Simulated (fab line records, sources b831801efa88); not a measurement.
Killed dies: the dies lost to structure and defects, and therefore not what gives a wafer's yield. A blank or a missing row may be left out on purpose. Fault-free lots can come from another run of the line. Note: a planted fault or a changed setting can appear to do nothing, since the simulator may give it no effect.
Which of the tools did it? ; flow gf180mcu ; 12 lots, 36 wafers sampled, at 3 steps of a route of 602

== WHAT THE GAUGES SHOWED, per wafer ==
GF_M4_RS_MEAS_05: uses a four-point probe to measure.
lot;measured;on;M4_ALCU_RS (ohm/sq)
L075;day 23 17:34;film-metro-04;0.0696 0.0693 0.0697
L077;day 24 11:17;film-metro-01;0.0694 0.0688 0.0689
L079;day 25 07:20;film-metro-01;0.0696 0.0679 0.0688
L081;day 25 19:30;film-metro-02;0.0691 0.0695 0.0690
L083;day 26 12:05;film-metro-02;0.0690 0.0692 0.0694
L085;day 27 04:46;film-metro-02;0.0705 0.0696 0.0706
L087;day 27 16:51;film-metro-01;0.0698 0.0693 0.0689
L089;day 28 08:46;film-metro-01;0.0694 0.0706 0.0699
L091;day 28 19:56;film-metro-01;0.0693 0.0693 0.0695
L093;day 29 11:05;film-metro-04;0.0695 0.0697 0.0682
L095;day 29 20:04;film-metro-01;0.0688 0.0690 0.0679
L097;day 30 09:53;film-metro-04;0.0692 0.0690 0.0689

== EACH LOT AND THE TOOL THAT RAN IT (in order: tool; ch and the chambers of the sampled wafers; start) ==
lot;GF_V2_ETCH_17;GF_M3_METAL_ETCH_16
L075;rie-diel-01 ch 0,2,3, day 22 14:59 or earlier;rie-metal-03 ch 0, day 22 14:59
L077;rie-diel-03 ch 0,2,3, day 23 08:40 or earlier;rie-metal-03 ch 0,1, day 23 08:40
L079;rie-diel-03 ch 1,2,3, day 24 06:11 or earlier;rie-metal-02 ch 0,1, day 24 06:11
L081;rie-diel-02 ch 1,2,3, day 24 18:17 or earlier;rie-metal-01 ch 0,1, day 24 18:17
L083;rie-diel-03 ch 0,3, day 25 11:24 or earlier;rie-metal-02 ch 0,1, day 25 11:24
L085;rie-diel-03 ch 0,1, day 26 05:56 or earlier;rie-metal-02 ch 0,1, day 26 05:56
L087;rie-diel-01 ch 0,1,3, day 26 18:08 or earlier;rie-metal-03 ch 0,1, day 26 18:08
L089;rie-diel-01 ch 0,1,3, day 27 09:21 or earlier;rie-metal-03 ch 0,1, day 27 09:21
L091;rie-diel-01 ch 2,3, day 27 21:11 or earlier;rie-metal-02 ch 0, day 27 21:11
L093;rie-diel-03 ch 1,2,3, day 28 11:48 or earlier;rie-metal-01 ch 0,1, day 28 11:48
L095;rie-diel-02 ch 0,1,3, day 28 20:57 or earlier;rie-metal-03 ch 0,1, day 28 20:57
L097;rie-diel-02 ch 0,1,2, day 29 12:04 or earlier;rie-metal-01 ch 0,1, day 29 12:04
- GF_V2_ETCH_17: etches SiO2 in C4F8/O2/Ar, stops on TiN, target depth 630 nm.
- GF_M3_METAL_ETCH_16: etches the open film in Cl2/BCl3, stops on SiO2, target depth 627.5 nm, time 104.6 s.

== THE ANSWER, worked out from the rows above alone ==
Rule: what is usual is taken from the lots themselves. Put in order of their means at a reading, lots are off if they are a third of the lots or fewer, leave a main group of 4 or more, and stand apart from it by a gap of 3 or more times the standard deviation of the main group's means; of several such gaps the widest counts. A main group is skipped when, at the precision printed for the reading in the tables above, its means are all equal. A lot without any number at a reading at which 4 lots or more have one is off too. Where the step has rows for the other lots, those lots are counted as sound.
No lot is off at any reading shown: from this, nothing can be told.

== WHAT THE SIMULATOR HAD INSERTED ==
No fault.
